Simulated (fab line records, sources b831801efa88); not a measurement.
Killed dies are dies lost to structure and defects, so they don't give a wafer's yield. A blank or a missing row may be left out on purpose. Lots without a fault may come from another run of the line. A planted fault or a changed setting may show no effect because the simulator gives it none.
Which tool did it? | flow sky130 | 12 lots, 35 wafers sampled, at 2 steps of a route of 708

WHAT THE GAUGES READ, wafer by wafer
SKY_VIA4_THK_MEAS_01.
lot  | measured     | on            | VIA4_HDPCVD_THK (nm)
L843 | day 42 08:44 | film_metro-01 | 1775 1781 1751
L844 | day 42 11:36 | film_metro-03 | 1741 1726 1750
L842 | day 42 13:02 | film_metro-01 | 1784 1759 1764
L847 | day 43 08:35 | film_metro-01 | 1738 1721 1729
L845 | day 43 09:58 | film_metro-03 | 1758 1735 1755
L846 | day 43 11:13 | film_metro-04 | 1761 1730 1730
L848 | day 44 14:38 | film_metro-01 | 1741 1727 1738
L850 | day 45 02:46 | film_metro-03 | 1890 1901 1891 1903
L858 | day 46 14:19 | film_metro-04 | 1757 1740 1741
L859 | day 46 15:05 | film_metro-03 | 1734 1750 1751
L860 | day 46 19:34 | film_metro-03 | 1752 1741 1743
L861 | day 47 00:16 | film_metro-04 | 1734 1718 1718

WHICH TOOL RAN EACH LOT (tool, then ch and the chambers of the sampled wafers, then the start)
lot  | SKY_VIA4_HDPCVD_00
L843 | hdpcvd-01 ch 0,2, day 42 08:33
L844 | hdpcvd-01 ch 1,2, day 42 11:24
L842 | hdpcvd-01 ch 0,1, day 42 12:51
L847 | hdpcvd-02 ch 0,1,2, day 43 08:25
L845 | hdpcvd-01 ch 0,2, day 43 09:47
L846 | hdpcvd-02 ch 0,1, day 43 11:02
L848 | hdpcvd-02 ch 0,1, day 44 14:28
L850 | hdpcvd-02 ch 1, day 45 02:34
L858 | hdpcvd-01 ch 0,1, day 46 14:08
L859 | hdpcvd-01 ch 0,2, day 46 14:55
L860 | hdpcvd-01 ch 0,1, day 46 19:22
L861 | hdpcvd-01 ch 0,1, day 47 00:04
- SKY_VIA4_HDPCVD_00: deposits SiO2, target thk 1750 nm, time 291.7 s.

WHAT THE TOOLS THEMSELVES READ (means of the sampled wafers that have a number; where no wafer has one, the mark that the record gives instead)
SKY_VIA4_HDPCVD_00.
lot  | tool      | run_length_s (s)
L843 | hdpcvd-01 | 320.4
L844 | hdpcvd-01 | 320.4
L842 | hdpcvd-01 | 319.8
L847 | hdpcvd-02 | 319.7
L845 | hdpcvd-01 | 320.6
L846 | hdpcvd-02 | 319.2
L848 | hdpcvd-02 | 319.3
L850 | hdpcvd-02 | 346.4
L858 | hdpcvd-01 | 319.6
L859 | hdpcvd-01 | 320.1
L860 | hdpcvd-01 | 319.9
L861 | hdpcvd-01 | 320.0

THE ANSWER, worked out from the rows above alone
Rule: what is usual is taken from the lots themselves. Put in order of their means at a reading, lots are off if they are a third of the lots or fewer, leave a main group of 4 or more, and stand apart from it by a gap of 3 or more times the standard deviation of the main group's means; of several such gaps the widest counts. A main group whose means are all the same, to the digits that the tables above print for the reading, isn't used. A lot without any number at a reading at which 4 lots or more have one is off too. The other lots that the step has rows for count as sound. The gauges are gone through in route order, then the tools' own readings, and for those a lot's mean is taken as printed above. The first step at which some lot is off is used, and at that step the reading that is off furthest; a lot without a number counts as furthest.
Off: L850, at SKY_VIA4_THK_MEAS_01 (VIA4_HDPCVD_THK). The main group: mean 1745 nm, standard deviation 14.
A tool fits if, at a process step before that reading, it ran every lot that is off, and no sound lot after the first of them. The gauges at SKY_VIA4_THK_MEAS_01 aren't tried: what is off there is off at SKY_VIA4_HDPCVD_00 too, on other tools, and a gauge's error can't cause that. One fits: hdpcvd-02 at SKY_VIA4_HDPCVD_00. Its last sound lot is L848 (day 44 14:28), its first lot that is off L850 (day 45 02:34): a fault that began between those two fits.
The tool's own readings at SKY_VIA4_HDPCVD_00 bear it out: on the lots that are off they differ by more than 5 times the standard deviation of the sound lots' means. run_length_s reads 346.4 s there against 319.9 s on the sound lots.

WHAT THE SIMULATOR HAD PUT IN
Process parameter drift: hdpcvd-02, from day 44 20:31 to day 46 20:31, at SKY_VIA4_HDPCVD_00. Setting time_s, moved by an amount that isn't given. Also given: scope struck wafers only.
Lots struck among those shown: L850. The rule above found the same.
